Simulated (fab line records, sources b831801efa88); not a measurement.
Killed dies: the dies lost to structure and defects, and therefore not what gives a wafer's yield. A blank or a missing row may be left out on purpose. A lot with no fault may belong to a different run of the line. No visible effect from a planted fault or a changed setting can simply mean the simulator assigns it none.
fab line records -- flow sky130
record lots=12, wafers=36, last-day=51
route steps=708 shown PWDE@54 VT_ADJUST_HVTR@133 SONOS_TUNNEL@162 PAD_OPEN@708
lots that met no fault: from a run of the same line without faults
start-h: hours from the record's first day to the start of the lot's first wafer shown -- wait-h: hours since the lot's step before -- " unchanged from the row above -- L1.1+2: a row that stands for several wafers -- - value missing, or start not given -- * or withheld: withheld -- < > ~ a bound
route shown NAME@n: NAME is a module with steps in the file, n the number in the route of the first one -- usual: mean/standard deviation taken from wafers without a fault -- same: alike in all rows -- chamber/n: place in a boat -- sites: readings site by site -- _std_site: the standard deviation of these -- _edge_site: mean of outer sites minus mean of inner sites -- radius-mm: how far each site lies from the wafer's centre -- mask NAME#n: copy n -- behind: the last tool/chamber to shape the wafer -- hold: the reason the lot was held/the length of the hold in hours/how it ended -- device: which transistor (n, p or np) failed to switch -- end of line: tests run on the same wafers once the route is complete -- a step with no rows: only its recipe -- killed: not the wafer's yield, but the dies lost to structure and defects at the first sort -- map: shows each die of a wafer: x if killed, . if not, _ if none is there
set.NAME: setting as actually run; set.NAME@STEP: the setting as run at that earlier step -- model.NAME: the simulator's own value behind a step, which no gauge read
the route's steps for a sample of lots (tables are steps, rows are wafers)
services: the hour from which a tool's chamber was out of use, counted from the record's first day as start-h (under 0 if before that day), plus the number of hours and why
## steps
# step SKY_PWDE_STRIP_09
# recipe chemistry=O2/N2, power-w=1400, pressure-mtorr=1500, platen-temp-c=withheld, o2-flow-sccm=3000, n2-flow-sccm=300, overash-fraction=0.5
# usual drypump-motor-current-A=5.8/0.47, n2-flow-sccm=300.0/0.85, o2-flow-sccm=3001/10, oes-product-au=0.723/0.0047, strip-time-to-endpoint-s=36.90/0.1
lot.wafer,tool,chamber,start-h,wait-h,drypump-motor-current-A,n2-flow-sccm,o2-flow-sccm,oes-product-au,rf-hours-counter-h,strip-time-to-endpoint-s
L331.2,plasma-asher-01,1,66.90,0.1,5.6,300.5,2991,0.717,40,36.86
L331.3,plasma-asher-01,1,66.90,0.1,5.6,299.8,3001,0.719,-,36.70
L331.6,plasma-asher-01,0,66.90,0.1,6.3,299.6,3003,0.723,-,36.93
L333.1,plasma-asher-04,0,83.00,0.1,5.1,300.0,3009,0.720,41,36.95
L333.2,plasma-asher-04,1,83.00,0.1,5.6,298.6,3008,0.722,41,37.06
L333.5,plasma-asher-04,1,83.00,0.1,5.6,299.9,3010,0.728,-,37.01
L334.4,plasma-asher-03,1,87.25,0.1,6.4,299.3,3008,0.723,-,36.94
L334.5,plasma-asher-03,0,87.25,0.1,5.4,300.3,3015,0.725,-,36.91
L334.6,plasma-asher-03,1,87.25,0.1,6.4,300.1,3000,0.724,-,36.77
L337.1,plasma-asher-04,1,102.92,0.1,5.6,300.5,3004,0.726,43,36.94
L337.4,plasma-asher-04,0,102.92,0.1,5.1,298.8,3007,0.722,-,36.80
L337.5,plasma-asher-04,1,102.92,0.1,5.6,299.9,2990,0.726,-,36.88
L340.1,plasma-asher-01,0,121.27,0.1,6.3,299.3,3014,0.725,45,36.88
L340.3,plasma-asher-01,1,121.27,0.1,5.6,297.1,3007,0.723,-,36.92
L340.5,plasma-asher-01,0,121.27,0.1,6.3,299.9,3020,0.716,-,36.99
L341.1,plasma-asher-03,1,125.77,0.1,6.4,299.5,2995,0.726,41,36.92
L341.3,plasma-asher-03,1,125.77,0.1,6.5,298.7,3002,0.716,-,36.87
L341.5,plasma-asher-03,1,125.77,0.1,6.4,299.4,3000,0.717,-,36.95
L343.1,plasma-asher-01,1,135.60,0.1,5.6,300.3,2997,0.715,47,36.65
L343.3,plasma-asher-01,0,135.60,0.1,6.3,300.4,3009,0.716,-,36.76
L343.6,plasma-asher-01,1,135.60,0.1,5.6,301.8,3007,0.730,-,36.87
L347.2,plasma-asher-01,0,165.75,0.1,6.3,299.2,3012,0.724,49,36.74
L347.3,plasma-asher-01,0,165.75,0.1,6.3,299.4,2999,0.721,-,36.84
L347.4,plasma-asher-01,1,165.75,0.1,5.6,300.5,2993,0.730,-,36.73
L349.2,plasma-asher-03,0,171.62,0.1,5.5,299.4,3003,0.719,45,37.02
L349.4,plasma-asher-03,1,171.62,0.1,6.4,299.8,2997,0.728,-,37.11
L349.5,plasma-asher-03,0,171.62,0.1,5.4,300.2,2992,0.730,-,36.94
L350.2,plasma-asher-04,1,175.60,0.1,5.6,299.9,2994,0.724,5,36.97
L350.3,plasma-asher-04,1,175.60,0.1,5.6,300.7,2988,0.723,-,36.91
L350.6,plasma-asher-04,1,175.60,0.1,5.6,299.6,2997,0.729,-,36.84
L354.1,plasma-asher-04,0,210.67,0.1,5.1,299.8,3009,0.721,9,36.91
L354.4,plasma-asher-04,1,210.67,0.1,5.6,299.8,3021,0.722,-,37.02
L354.5,plasma-asher-04,0,210.67,0.1,5.1,301.0,2994,0.722,-,36.91
L353.1,plasma-asher-01,0,210.95,0.1,6.3,299.7,3000,0.732,53,36.96
L353.2,plasma-asher-01,1,210.95,0.1,5.6,300.6,3004,0.733,53,37.04
L353.6,plasma-asher-01,0,210.95,0.1,6.3,298.8,3002,0.723,-,36.91
# step SKY_PWDE_TW_MEAS_10
# usual PWDE_TW=379/3.3
lot.wafer,tool,chamber,start-h,wait-h,PWDE_TW
L331.2,film-metro-03,-,67.01,0.1,380
L331.3,film-metro-03,-,67.01,0.1,379
L331.6,film-metro-03,-,67.01,0.1,377
L333.1,film-metro-01,-,83.10,0.1,378
L333.2,film-metro-01,-,83.10,0.1,379
L333.5,film-metro-01,-,83.10,0.1,379
L334.4,film-metro-03,-,87.35,0.1,380
L334.5,film-metro-03,-,87.35,0.1,380
L334.6,film-metro-03,-,87.35,0.1,381
L337.1,film-metro-04,-,103.02,0.1,375
L337.4,film-metro-04,-,103.02,0.1,374
L337.5,film-metro-04,-,103.02,0.1,373
L340.1,film-metro-01,-,121.37,0.1,378
L340.3,film-metro-01,-,121.37,0.1,378
L340.5,film-metro-01,-,121.37,0.1,378
L341.1,film-metro-03,-,125.87,0.1,380
L341.3,film-metro-03,-,125.87,0.1,380
L341.5,film-metro-03,-,125.87,0.1,379
L343.1,film-metro-01,-,135.70,0.1,379
L343.3,film-metro-01,-,135.70,0.1,378
L343.6,film-metro-01,-,135.70,0.1,381
L347.2,film-metro-01,-,165.86,0.1,377
L347.3,film-metro-01,-,165.86,0.1,377
L347.4,film-metro-01,-,165.86,0.1,377
L349.2,film-metro-03,-,171.73,0.1,382
L349.4,film-metro-03,-,171.73,0.1,382
L349.5,film-metro-03,-,171.73,0.1,383
L350.2,film-metro-03,-,175.71,0.1,381
L350.3,film-metro-03,-,175.71,0.1,381
L350.6,film-metro-03,-,175.71,0.1,381
L354.1,film-metro-03,-,210.77,0.1,382
L354.4,film-metro-03,-,210.77,0.1,381
L354.5,film-metro-03,-,210.77,0.1,380
L353.1,film-metro-03,-,211.05,0.1,381
L353.2,film-metro-03,-,211.05,0.1,385
L353.6,film-metro-03,-,211.05,0.1,382
# step SKY_VT_ADJUST_HVTR_COAT_02
# recipe resist=NOVOLAK, spin-rpm=3000, resist-thk-nm=1140
# usual spin-speed-rpm=3000.0/2.5
lot.wafer,tool,chamber,start-h,wait-h,spin-speed-rpm
L331.2,litho-track-03,0,187.46,0.1,3000.0
L331.3,litho-track-03,0,187.46,0.1,3004.4
L331.6,litho-track-03,0,187.46,0.1,3000.3
L333.1,litho-track-02,0,206.17,0.1,2997.7
L333.2,litho-track-02,0,206.17,0.1,2999.2
L333.5,litho-track-02,0,206.17,0.1,2996.1
L334.4,litho-track-01,0,212.50,0.1,2999.1
L334.5,litho-track-01,0,212.50,0.1,2999.4
L334.6,litho-track-01,0,212.50,0.1,2998.7
L337.1,litho-track-02,0,234.21,0.1,3001.5
L337.4,litho-track-02,0,234.21,0.1,3001.0
L337.5,litho-track-02,0,234.21,0.1,2998.7
L340.1,litho-track-02,0,254.96,0.1,3115.9
L340.3,litho-track-02,0,254.96,0.1,3116.1
L340.5,litho-track-02,0,254.96,0.1,3109.3
L341.1,litho-track-02,0,265.26,0.1,3117.3
L341.3,litho-track-02,0,265.26,0.1,3117.0
L341.5,litho-track-02,0,265.26,0.1,3122.3
L343.1,litho-track-02,0,277.01,0.1,3116.9
L343.3,litho-track-02,0,277.01,0.1,3118.8
L343.6,litho-track-02,0,277.01,0.1,3122.9
L347.2,litho-track-01,0,316.75,0.1,2999.3
L347.3,litho-track-01,0,316.75,0.1,3001.3
L347.4,litho-track-01,0,316.75,0.1,3000.0
L349.2,litho-track-03,0,324.61,0.1,2998.4
L349.4,litho-track-03,0,324.61,0.1,3000.7
L349.5,litho-track-03,0,324.61,0.1,3002.7
L350.2,litho-track-02,0,329.14,0.1,2999.9
L350.3,litho-track-02,0,329.14,0.1,2999.9
L350.6,litho-track-02,0,329.14,0.1,2998.4
L354.1,litho-track-03,0,376.53,0.1,2999.7
L354.4,litho-track-03,0,376.53,0.1,2997.4
L354.5,litho-track-03,0,376.53,0.1,3000.2
L353.1,litho-track-03,0,377.13,0.1,3000.6
L353.2,litho-track-03,0,377.13,0.1,2994.8
L353.6,litho-track-03,0,377.13,0.1,3003.4
# step SKY_VT_ADJUST_HVTR_STRIP_10
# recipe chemistry=O2/N2, power-w=1400, pressure-mtorr=1500, platen-temp-c=withheld, o2-flow-sccm=3000, n2-flow-sccm=300, overash-fraction=0.5
# usual drypump-motor-current-A=6.0/0.35, n2-flow-sccm=300.0/0.81, o2-flow-sccm=2998/7.9, oes-product-au=0.716/0.0042, strip-time-to-endpoint-s=14.16/0.05
lot.wafer,tool,chamber,start-h,wait-h,drypump-motor-current-A,n2-flow-sccm,o2-flow-sccm,oes-product-au,rf-hours-counter-h,strip-time-to-endpoint-s
L331.2,plasma-asher-03,0,198.42,0.1,5.5,300.3,2995,0.721,48,14.14
L331.3,plasma-asher-03,1,198.42,0.1,6.5,300.9,3000,0.716,-,14.14
L331.6,plasma-asher-03,0,198.42,0.1,5.5,300.9,2995,0.717,-,14.11
L333.1,plasma-asher-01,0,216.94,0.1,6.3,298.2,3002,0.714,53,14.18
L333.2,plasma-asher-01,1,216.94,0.1,5.6,299.1,3002,0.709,53,14.14
L333.5,plasma-asher-01,1,216.94,0.1,5.6,298.9,2984,0.711,-,14.12
L334.4,plasma-asher-02,0,223.82,0.1,6.1,300.2,3004,0.708,-,14.22
L334.5,plasma-asher-02,0,223.82,0.1,6.1,300.9,2994,0.718,-,14.24
L334.6,plasma-asher-02,1,223.82,0.1,6.2,301.9,3007,0.713,-,14.22
L337.1,plasma-asher-02,0,246.29,0.1,6.0,299.4,2997,0.716,43,14.21
L337.4,plasma-asher-02,0,246.29,0.1,6.1,298.6,3003,0.716,-,14.19
L337.5,plasma-asher-02,1,246.29,0.1,6.3,298.0,3000,0.724,-,14.23
L340.1,plasma-asher-02,1,267.62,0.1,6.3,301.1,3002,0.713,45,13.94
L340.3,plasma-asher-02,0,267.62,0.1,6.1,300.9,2995,0.712,-,13.90
L340.5,plasma-asher-02,0,267.62,0.1,6.1,300.1,3003,0.716,-,13.93
L341.1,plasma-asher-03,0,278.22,0.1,5.4,298.6,3002,0.718,56,13.85
L341.3,plasma-asher-03,1,278.22,0.1,6.4,298.2,2989,0.706,-,13.89
L341.5,plasma-asher-03,0,278.22,0.1,5.4,299.8,2990,0.712,-,13.90
L343.1,plasma-asher-03,0,289.58,0.1,5.4,299.9,2999,0.709,58,13.85
L343.3,plasma-asher-03,1,289.58,0.1,6.4,301.0,2994,0.711,-,13.85
L343.6,plasma-asher-03,0,289.58,0.1,5.4,300.1,3000,0.714,-,13.89
L347.2,plasma-asher-01,0,331.18,0.1,6.3,300.6,3000,0.713,64,14.12
L347.3,plasma-asher-01,0,331.18,0.1,6.3,301.2,3006,0.715,-,14.08
L347.4,plasma-asher-01,1,331.18,0.1,5.7,299.5,3008,0.714,-,14.09
L349.2,plasma-asher-01,1,338.97,0.1,5.6,299.6,3003,0.723,65,14.20
L349.4,plasma-asher-01,1,338.97,0.1,5.6,299.7,2999,0.719,-,14.19
L349.5,plasma-asher-01,0,338.97,0.1,6.2,299.7,2997,0.717,-,14.21
L350.2,plasma-asher-03,1,342.77,0.1,6.4,299.4,2994,0.715,63,14.25
L350.3,plasma-asher-03,1,342.77,0.1,6.4,298.9,3001,0.713,-,14.23
L350.6,plasma-asher-03,1,342.77,0.1,6.4,299.5,2990,0.712,-,14.24
L354.1,plasma-asher-01,1,391.34,0.1,5.6,301.0,3001,0.722,70,14.24
L354.4,plasma-asher-01,0,391.34,0.1,6.3,301.8,2992,0.714,-,14.22
L354.5,plasma-asher-01,1,391.34,0.1,5.6,299.5,3010,0.707,-,14.22
L353.1,plasma-asher-02,1,392.32,0.1,6.2,299.1,2999,0.722,57,14.18
L353.2,plasma-asher-02,0,392.32,0.1,6.0,298.9,2995,0.716,57,14.19
L353.6,plasma-asher-02,0,392.32,0.1,6.1,299.8,2998,0.718,-,14.23
# step SKY_SONOS_TUNNEL_OVL_MEAS_08
# usual SONOS_TUNNEL_OVL=-0.5/1.5
lot.wafer,tool,chamber,start-h,wait-h,SONOS_TUNNEL_OVL[nm]
L331.2,overlay-02,-,243.24,0.1,0.4
L331.3,overlay-02,-,243.24,0.1,0.4
L331.6,overlay-02,-,243.24,0.1,0.8
L333.1,overlay-02,-,263.53,0.1,1.7
L333.2,overlay-02,-,263.53,0.1,-1.1
L333.5,overlay-02,-,263.53,0.1,1.6
L334.4,overlay-01,-,271.22,0.1,-2.1
L334.5,overlay-01,-,271.22,0.1,-0.4
L334.6,overlay-01,-,271.22,0.1,-1.4
L337.1,overlay-02,-,295.69,0.1,0.2
L337.4,overlay-02,-,295.69,0.1,-0.4
L337.5,overlay-02,-,295.69,0.1,1.2
L340.1,overlay-02,-,318.10,0.1,-1.9
L340.3,overlay-02,-,318.10,0.1,-1.0
L340.5,overlay-02,-,318.10,0.1,0.0
L341.1,overlay-01,-,328.50,0.1,1.0
L341.3,overlay-01,-,328.50,0.1,0.1
L341.5,overlay-01,-,328.50,0.1,1.3
L343.1,overlay-01,-,341.98,0.1,-0.6
L343.3,overlay-01,-,341.98,0.1,-0.9
L343.6,overlay-01,-,341.98,0.1,-1.3
L347.2,overlay-02,-,386.04,0.1,0.0
L347.3,overlay-02,-,386.04,0.1,-0.5
L347.4,overlay-02,-,386.04,0.1,-1.0
L349.2,overlay-01,-,396.24,0.1,-1.0
L349.4,overlay-01,-,396.24,0.1,-2.1
L349.5,overlay-01,-,396.24,0.1,-2.2
L350.2,overlay-01,-,399.34,0.1,-1.5
L350.3,overlay-01,-,399.34,0.1,-1.9
L350.6,overlay-01,-,399.34,0.1,-1.9
L354.1,overlay-02,-,451.90,0.1,1.8
L354.4,overlay-02,-,451.90,0.1,2.1
L354.5,overlay-02,-,451.90,0.1,2.1
L353.1,overlay-01,-,453.63,0.1,-1.9
L353.2,overlay-01,-,453.63,0.1,0.6
L353.6,overlay-01,-,453.63,0.1,-4.2
# step SKY_PAD_OPEN_PROBE_99
# usual killed_at_M0_to_M3=45/6.9, killed_at_M4_up=3.2/1.8, killed-at-contacts=25/5.3, killed-at-front-end=16/4.3, killed-at-other=0.2/0.52, killed-dies=88/8.7, killed-open=48/6.5, killed-short=40/6
# same gross-dies=492, killed-at-back-side=0
lot.wafer,tool,chamber,start-h,wait-h,killed_at_M0_to_M3,killed_at_M4_up,killed-at-contacts,killed-at-front-end,killed-at-other,killed-dies,killed-open,killed-short
L334.4,prober-02,-,1095.47,0.2,48,3,22,13,0,86,46,40
L334.5,prober-02,-,1095.52,0.2,39,5,24,15,0,83,42,41
L334.6,prober-02,-,1095.57,0.2,46,6,18,22,0,92,56,36
L337.1,prober-01,-,1117.02,0.1,57,2,24,13,1,97,61,35
L337.4,prober-01,-,1117.17,0.2,46,2,18,14,0,80,45,34
L337.5,prober-01,-,1117.22,0.2,41,5,19,14,1,80,39,37
L340.1,prober-02,-,1126.96,0.1,32,5,35,18,0,90,50,40
L340.3,prober-02,-,1127.06,0.2,50,4,38,16,0,108,62,46
L340.5,prober-02,-,1127.16,0.2,45,6,26,15,0,92,53,39
L341.1,prober-01,-,1136.63,0.1,50,4,27,9,0,90,46,44
L341.3,prober-01,-,1136.73,0.2,45,3,29,12,0,89,53,36
L341.5,prober-01,-,1136.83,0.2,48,6,28,10,0,92,51,41
L343.1,prober-02,-,1150.53,0.1,40,2,24,14,1,81,45,36
L343.3,prober-02,-,1150.63,0.2,43,4,30,10,0,87,47,39
L343.6,prober-02,-,1150.78,0.2,43,0,27,11,0,81,47,34
L350.2,prober-02,-,1183.10,0.1,46,5,27,10,0,88,50,38
L350.3,prober-02,-,1183.15,0.2,39,5,30,18,3,95,52,40
L350.6,prober-02,-,1183.30,0.2,44,3,33,12,1,93,56,37
L353.1,prober-01,-,1225.74,0.1,39,3,20,23,0,85,49,36
L353.2,prober-01,-,1225.79,0.1,50,0,30,17,0,97,60,37
L353.6,prober-01,-,1225.99,0.2,33,0,39,8,0,80,46,34
# killed by level:class
L334.4 VIA1:geometric-particle:open=16 CONTACT:geometric-particle:open=8 VIA1:geometric-particle:short=7 LOCAL_INTERCONNECT:geometric-particle:short=6 METAL2:geometric-particle:short=6 POLY_GATE:geometric-particle:short=4 LI_CONTACT:geometric-particle:open=4 VIA3:geometric-particle:open=4
L334.5 VIA1:geometric-particle:open=9 LOCAL_INTERCONNECT:geometric-particle:short=7 VIA1:geometric-particle:short=7 VIA2:geometric-particle:open=7 LI_CONTACT:geometric-particle:open=6 CONTACT:geometric-particle:open=6 CONTACT:geometric-particle:short=4 METAL4:geometric-particle:short=4
L334.6 VIA1:geometric-particle:open=18 CONTACT:geometric-particle:open=8 FIELD_ISO:geometric-particle:short=7 VIA2:geometric-particle:open=7 VIA3:geometric-particle:open=7 LI_CONTACT:geometric-particle:open=6 VIA1:geometric-particle:short=5 FIELD_ISO:geometric-particle:open=4
L337.1 VIA1:geometric-particle:open=14 CONTACT:geometric-particle:open=10 VIA3:geometric-particle:open=9 LI_CONTACT:geometric-particle:open=8 VIA1:geometric-particle:short=7 METAL1:geometric-particle:short=5 METAL2:geometric-particle:open=5 VIA3:geometric-particle:short=5
L337.4 VIA1:geometric-particle:open=11 VIA3:geometric-particle:open=10 FIELD_ISO:geometric-particle:open=6 LI_CONTACT:geometric-particle:open=5 METAL1:geometric-particle:short=5 METAL2:geometric-particle:short=5 LOCAL_INTERCONNECT:geometric-particle:short=4 CONTACT:geometric-particle:open=4
L337.5 VIA3:geometric-particle:open=10 CONTACT:geometric-particle:open=7 VIA1:geometric-particle:short=7 METAL1:geometric-particle:short=6 VIA2:geometric-particle:open=6 METAL2:geometric-particle:short=5 LI_CONTACT:geometric-particle:open=4 LOCAL_INTERCONNECT:geometric-particle:short=4
L340.1 LI_CONTACT:geometric-particle:open=12 VIA1:geometric-particle:open=10 CONTACT:geometric-particle:open=9 FIELD_ISO:geometric-particle:short=7 LOCAL_INTERCONNECT:geometric-particle:short=6 VIA1:geometric-particle:short=5 METAL4:geometric-particle:short=4 VIA2:geometric-particle:open=4
L340.3 VIA1:geometric-particle:open=15 CONTACT:geometric-particle:open=13 LI_CONTACT:geometric-particle:open=9 CONTACT:geometric-particle:short=7 VIA3:geometric-particle:open=6 VIA2:geometric-particle:open=6 METAL1:geometric-particle:short=5 METAL2:geometric-particle:short=5
L340.5 VIA1:geometric-particle:open=13 CONTACT:geometric-particle:open=7 VIA3:geometric-particle:open=7 LI_CONTACT:geometric-particle:open=6 METAL2:geometric-particle:short=6 POLY_GATE:geometric-particle:open=5 CONTACT:geometric-particle:short=5 METAL4:geometric-particle:short=5
L341.1 VIA1:geometric-particle:open=14 LI_CONTACT:geometric-particle:open=7 CONTACT:geometric-particle:open=7 METAL2:geometric-particle:short=7 VIA1:geometric-particle:short=6 VIA2:geometric-particle:open=6 LOCAL_INTERCONNECT:geometric-particle:short=5 POLY_GATE:geometric-particle:short=4
L341.3 METAL2:geometric-particle:short=11 LI_CONTACT:geometric-particle:open=10 CONTACT:geometric-particle:open=8 VIA2:geometric-particle:open=7 METAL1:geometric-particle:open=6 LOCAL_INTERCONNECT:geometric-particle:short=5 VIA3:geometric-particle:open=5 VIA1:geometric-particle:open=5
L341.5 VIA1:geometric-particle:open=13 LI_CONTACT:geometric-particle:open=9 METAL1:geometric-particle:short=7 VIA1:geometric-particle:short=7 CONTACT:geometric-particle:open=6 VIA2:geometric-particle:open=6 METAL4:geometric-particle:short=4 LI_CONTACT:geometric-particle:short=4
L343.1 VIA1:geometric-particle:open=11 LI_CONTACT:geometric-particle:open=8 CONTACT:geometric-particle:open=7 VIA3:geometric-particle:open=6 METAL1:geometric-particle:short=5 VIA1:geometric-particle:short=5 POLY_GATE:geometric-particle:open=4 LOCAL_INTERCONNECT:geometric-particle:short=4
L343.3 LI_CONTACT:geometric-particle:open=11 CONTACT:geometric-particle:open=8 METAL1:geometric-particle:short=8 VIA1:geometric-particle:open=6 VIA3:geometric-particle:open=6 VIA1:geometric-particle:short=5 VIA2:geometric-particle:open=5 VIA3:geometric-particle:short=5
L343.6 LI_CONTACT:geometric-particle:open=12 VIA1:geometric-particle:open=11 VIA3:geometric-particle:open=7 VIA1:geometric-particle:short=5 VIA2:geometric-particle:open=5 FIELD_ISO:geometric-particle:short=4 LI_CONTACT:geometric-particle:short=4 CONTACT:geometric-particle:short=4
L350.2 CONTACT:geometric-particle:open=10 VIA2:geometric-particle:open=9 VIA1:geometric-particle:open=8 VIA3:geometric-particle:open=7 LI_CONTACT:geometric-particle:open=6 METAL1:geometric-particle:short=6 CONTACT:geometric-particle:short=5 METAL2:geometric-particle:short=5
L350.3 CONTACT:geometric-particle:open=12 VIA2:geometric-particle:open=8 LI_CONTACT:geometric-particle:open=7 LOCAL_INTERCONNECT:geometric-particle:short=7 VIA3:geometric-particle:open=6 FIELD_ISO:geometric-particle:short=5 VIA2:geometric-particle:short=4 POLY_GATE:geometric-particle:short=4
L350.6 CONTACT:geometric-particle:open=15 VIA2:geometric-particle:open=10 LI_CONTACT:geometric-particle:open=7 VIA1:geometric-particle:open=7 FIELD_ISO:geometric-particle:open=5 METAL1:geometric-particle:short=5 CONTACT:geometric-particle:short=5 METAL2:geometric-particle:short=5
L353.1 CONTACT:geometric-particle:open=12 FIELD_ISO:geometric-particle:short=9 VIA1:geometric-particle:open=9 VIA3:geometric-particle:open=7 VIA2:geometric-particle:open=5 FIELD_ISO:geometric-particle:open=4 METAL1:geometric-particle:short=4 LI_CONTACT:geometric-particle:open=4
L353.2 VIA1:geometric-particle:open=11 CONTACT:geometric-particle:open=10 LI_CONTACT:geometric-particle:open=9 VIA2:geometric-particle:open=7 METAL2:geometric-particle:short=7 FIELD_ISO:geometric-particle:open=6 VIA3:geometric-particle:open=6 FIELD_ISO:geometric-particle:short=4
L353.6 LI_CONTACT:geometric-particle:open=12 CONTACT:geometric-particle:open=9 CONTACT:geometric-particle:short=7 VIA1:geometric-particle:open=6 LOCAL_INTERCONNECT:geometric-particle:short=5 VIA1:geometric-particle:short=5 POLY_GATE:geometric-particle:open=4 LI_CONTACT:geometric-particle:short=4
## services
tool,chamber,start-h,hours,kind
plasma-asher-01,-,95.98,0.7,repair
plasma-asher-04,-,108.75,9.0,pm
plasma-asher-04,0,108.75,9.0,vent-cycle
plasma-asher-04,1,108.75,9.0,vent-cycle
plasma-asher-04,0,117.75,-,clean
plasma-asher-04,1,117.75,-,clean
plasma-asher-04,-,133.37,2.8,pm
plasma-asher-01,-,172.80,12.2,repair
plasma-asher-02,-,241.67,2.8,pm
plasma-asher-04,-,259.26,4.3,repair
litho-track-03,-,268.64,-,consumable-replace:filter
plasma-asher-02,-,276.93,1.6,repair
plasma-asher-02,-,283.88,7.5,repair
plasma-asher-03,-,312.53,0.6,repair
plasma-asher-04,-,348.37,1.6,repair
plasma-asher-03,-,372.71,4.4,repair
## key
first-sign step=SKY_VT_ADJUST_HVTR_COAT_02, reading=spin-speed-rpm, direction=up, sigmas=46, usual=3000.0, struck=3117.4
effect step=SKY_VT_ADJUST_HVTR_STRIP_10, reading=strip-time-to-endpoint-s, direction=down, sigmas=5.5, usual=*, struck=*
met-at SKY_VT_ADJUST_HVTR_COAT_02
struck-lots L340,L341,L343
tester-left-out L340,L341,L343
not-acting-at SKY_PWDE_STRIP_09,SKY_PWDE_TW_MEAS_10,SKY_SONOS_TUNNEL_OVL_MEAS_08
onset-between 234.21 254.96
fault kind=process-parameter-drift, tool=litho-track-02, chamber=-, onset-h=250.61, steps=SKY_VT_ADJUST_HVTR_COAT_02, channel=spin-rpm, offset=116.8, shape=step, end-h=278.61, acts-in=these-recipes-only, stated=3000
# tester-left-out: of these lots the tester's yield and bins aren't shown, on N5 and GAA mostly nor the transistor test; their killed dies are dies lost to structure and defects alone, not to doping, threshold or leakage, so they don't give the yield
